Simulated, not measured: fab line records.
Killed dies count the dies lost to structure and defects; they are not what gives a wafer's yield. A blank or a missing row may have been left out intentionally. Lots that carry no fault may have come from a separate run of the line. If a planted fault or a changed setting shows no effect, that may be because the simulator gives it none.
Which tool was responsible? :: flow gf180mcu :: 45 wafers from 15 lots sampled at 3 of the route's 602 steps

WHAT EACH GAUGE READ, for each wafer
GF_STI_BOW_MEAS_00.
lot: L594
measured: day 1 10:00
on: filmMetro-02
INCOMING_BOW (um): 4 -4 -2

lot: L595
measured: day 1 15:02
on: filmMetro-02
INCOMING_BOW (um): 0 -2 -3

lot: L598
measured: day 2 06:00
on: filmMetro-01
INCOMING_BOW (um): -5 -8 -12

lot: L602
measured: day 3 02:00
on: filmMetro-03
INCOMING_BOW (um): 6 0 5

lot: L604
measured: day 3 12:00
on: filmMetro-01
INCOMING_BOW (um): 6 -7 -6

lot: L605
measured: day 3 17:01
on: filmMetro-01
INCOMING_BOW (um): 2 6 -3

lot: L606
measured: day 3 22:04
on: filmMetro-02
INCOMING_BOW (um): -2 3 -11

lot: L609
measured: day 4 13:02
on: filmMetro-01
INCOMING_BOW (um): -5 8 -7

lot: L610
measured: day 4 18:01
on: filmMetro-02
INCOMING_BOW (um): -4 9 6

lot: L612
measured: day 5 04:01
on: filmMetro-03
INCOMING_BOW (um): 2 12 2

lot: L613
measured: day 5 09:00
on: filmMetro-01
INCOMING_BOW (um): -1 9 2

lot: L614
measured: day 5 14:00
on: filmMetro-02
INCOMING_BOW (um): -3 3 10

lot: L615
measured: day 5 19:00
on: filmMetro-03
INCOMING_BOW (um): 11 -2 -9

lot: L616
measured: day 6 00:00
on: filmMetro-02
INCOMING_BOW (um): -1 2 -4

lot: L617
measured: day 6 05:01
on: filmMetro-03
INCOMING_BOW (um): 7 -2 14

GF_STI_THK_MEAS_24.
lot: L594
measured: day 2 03:20
on: filmMetro-02
STI_CVD_23_THK (nm): 655 652 655

lot: L595
measured: day 2 08:31
on: filmMetro-01
STI_CVD_23_THK (nm): 655 641 640

lot: L598
measured: day 3 03:16
on: filmMetro-03
STI_CVD_23_THK (nm): 643 644 644

lot: L602
measured: day 3 20:56
on: filmMetro-02
STI_CVD_23_THK (nm): 652 659 651

lot: L604
measured: day 4 06:19
on: filmMetro-03
STI_CVD_23_THK (nm): 665 669 658

lot: L605
measured: day 4 11:47
on: filmMetro-01
STI_CVD_23_THK (nm): 646 643 642

lot: L606
measured: day 4 17:22
on: filmMetro-03
STI_CVD_23_THK (nm): 651 656 650

lot: L609
measured: day 5 11:18
on: filmMetro-03
STI_CVD_23_THK (nm): 653 643 641

lot: L610
measured: day 5 15:13
on: filmMetro-03
STI_CVD_23_THK (nm): 640 639 639

lot: L612
measured: day 6 00:15
on: filmMetro-03
STI_CVD_23_THK (nm): 641 649 655

lot: L613
measured: day 6 06:05
on: filmMetro-02
STI_CVD_23_THK (nm): 643 664 650

lot: L614
measured: day 6 11:00
on: filmMetro-01
STI_CVD_23_THK (nm): 658 669 659

lot: L615
measured: day 6 15:17
on: filmMetro-01
STI_CVD_23_THK (nm): 653 658 660

lot: L616
measured: day 6 20:26
on: filmMetro-01
STI_CVD_23_THK (nm): 651 664 639

lot: L617
measured: day 7 02:13
on: filmMetro-03
STI_CVD_23_THK (nm): 656 669 650

WHICH TOOL RAN EACH LOT (tool, then ch and the chambers of the sampled wafers, then the start)
lot: L594
GF_STI_OXIDATION_01: furnace-01 ch 0, day 1 10:32

lot: L595
GF_STI_OXIDATION_01: furnace-02 ch 0, day 1 15:33

lot: L598
GF_STI_OXIDATION_01: furnace-02 ch 0, day 2 06:07

lot: L602
GF_STI_OXIDATION_01: furnace-02 ch 0, day 3 02:38

lot: L604
GF_STI_OXIDATION_01: furnace-02, day 3 12:07

lot: L605
GF_STI_OXIDATION_01: furnace-02, day 3 17:18

lot: L606
GF_STI_OXIDATION_01: furnace-01, day 3 22:07

lot: L609
GF_STI_OXIDATION_01: furnace-02 ch 0, day 4 14:08

lot: L610
GF_STI_OXIDATION_01: furnace-01 ch 0, day 4 18:07

lot: L612
GF_STI_OXIDATION_01: furnace-02 ch 0, day 5 04:07

lot: L613
GF_STI_OXIDATION_01: furnace-02 ch 0, day 5 09:13

lot: L614
GF_STI_OXIDATION_01: furnace-02 ch 0, day 5 14:07

lot: L615
GF_STI_OXIDATION_01: furnace-02 ch 0, day 5 19:07

lot: L616
GF_STI_OXIDATION_01: furnace-01 ch 0, day 6 00:07

lot: L617
GF_STI_OXIDATION_01: furnace-02 ch 0, day 6 05:07
- GF_STI_OXIDATION_01: stabilise 600 s, purge 300 s, target thk 10 nm.

WHAT THE TOOLS THEMSELVES READ (means of the sampled wafers that have a number; where no wafer has one, the mark that the record gives instead)
GF_STI_OXIDATION_01.
lot: L594
tool: furnace-01
oxTempC (C): 899.4
oxTempCMax: 904.5
spikeTcBottomC (C): 913.3
spikeTcLowerC (C): 902.2

lot: L595
tool: furnace-02
oxTempC (C): 900.2
oxTempCMax: 905.5
spikeTcBottomC (C): 914.1
spikeTcLowerC (C): 900.3

lot: L598
tool: furnace-02
oxTempC (C): 900.2
oxTempCMax: 906.3
spikeTcBottomC (C): 915.6
spikeTcLowerC (C): 900.5

lot: L602
tool: furnace-02
oxTempC (C): 900.1
oxTempCMax: 905.6
spikeTcBottomC (C): 915.9
spikeTcLowerC (C): 899.6

lot: L604
tool: furnace-02
oxTempC (C): -
oxTempCMax: -
spikeTcBottomC (C): -
spikeTcLowerC (C): -

lot: L605
tool: furnace-02
oxTempC (C): -
oxTempCMax: -
spikeTcBottomC (C): -
spikeTcLowerC (C): -

lot: L606
tool: furnace-01
oxTempC (C): -
oxTempCMax: -
spikeTcBottomC (C): -
spikeTcLowerC (C): -

lot: L609
tool: furnace-02
oxTempC (C): 900.1
oxTempCMax: 905.9
spikeTcBottomC (C): 914.4
spikeTcLowerC (C): 899.4

lot: L610
tool: furnace-01
oxTempC (C): 899.9
oxTempCMax: 904.2
spikeTcBottomC (C): 912.9
spikeTcLowerC (C): 900.8

lot: L612
tool: furnace-02
oxTempC (C): 900.3
oxTempCMax: 905.9
spikeTcBottomC (C): 914.4
spikeTcLowerC (C): 900.5

lot: L613
tool: furnace-02
oxTempC (C): 899.6
oxTempCMax: 905.2
spikeTcBottomC (C): 914.1
spikeTcLowerC (C): 899.9

lot: L614
tool: furnace-02
oxTempC (C): 900.0
oxTempCMax: 906.0
spikeTcBottomC (C): 914.4
spikeTcLowerC (C): 900.4

lot: L615
tool: furnace-02
oxTempC (C): 899.7
oxTempCMax: 906.1
spikeTcBottomC (C): 914.4
spikeTcLowerC (C): 900.0

lot: L616
tool: furnace-01
oxTempC (C): 899.3
oxTempCMax: 903.6
spikeTcBottomC (C): 913.1
spikeTcLowerC (C): 901.8

lot: L617
tool: furnace-02
oxTempC (C): 899.7
oxTempCMax: 904.8
spikeTcBottomC (C): 914.1
spikeTcLowerC (C): 900.9

THE ANSWER, worked out from the rows above alone
Rule: what is usual is taken from the lots themselves. The widest of any qualifying gaps counts: lots, ordered by their means at a reading, are off when they make up no more than a third of the lots, leave a main group of 4 or more, and stand apart from it by 3 or more times the standard deviation of that group's means. If all means in a main group match to the digits the tables above print for the reading, that group is not used. Also off: a lot with no number at a reading for which 4 or more lots have one. The other lots that the step has rows for count as sound. The gauges are gone through in route order, then the tools' own readings, and for those a lot's mean is taken as printed above. The first step at which some lot is off is used, and at that step the reading that is off furthest; a lot without a number counts as furthest.
Off: L604, L605, L606 (GF_STI_OXIDATION_01, oxTempC). Without a number there: L604, L605, L606. Main group: mean 899.9 C, sd 0.32.
If a tool, at that step or one of the process steps before it, ran each lot that is off and ran no sound lot following the first of them, it fits. None of those tried fits.

WHAT THE SIMULATOR PUT IN
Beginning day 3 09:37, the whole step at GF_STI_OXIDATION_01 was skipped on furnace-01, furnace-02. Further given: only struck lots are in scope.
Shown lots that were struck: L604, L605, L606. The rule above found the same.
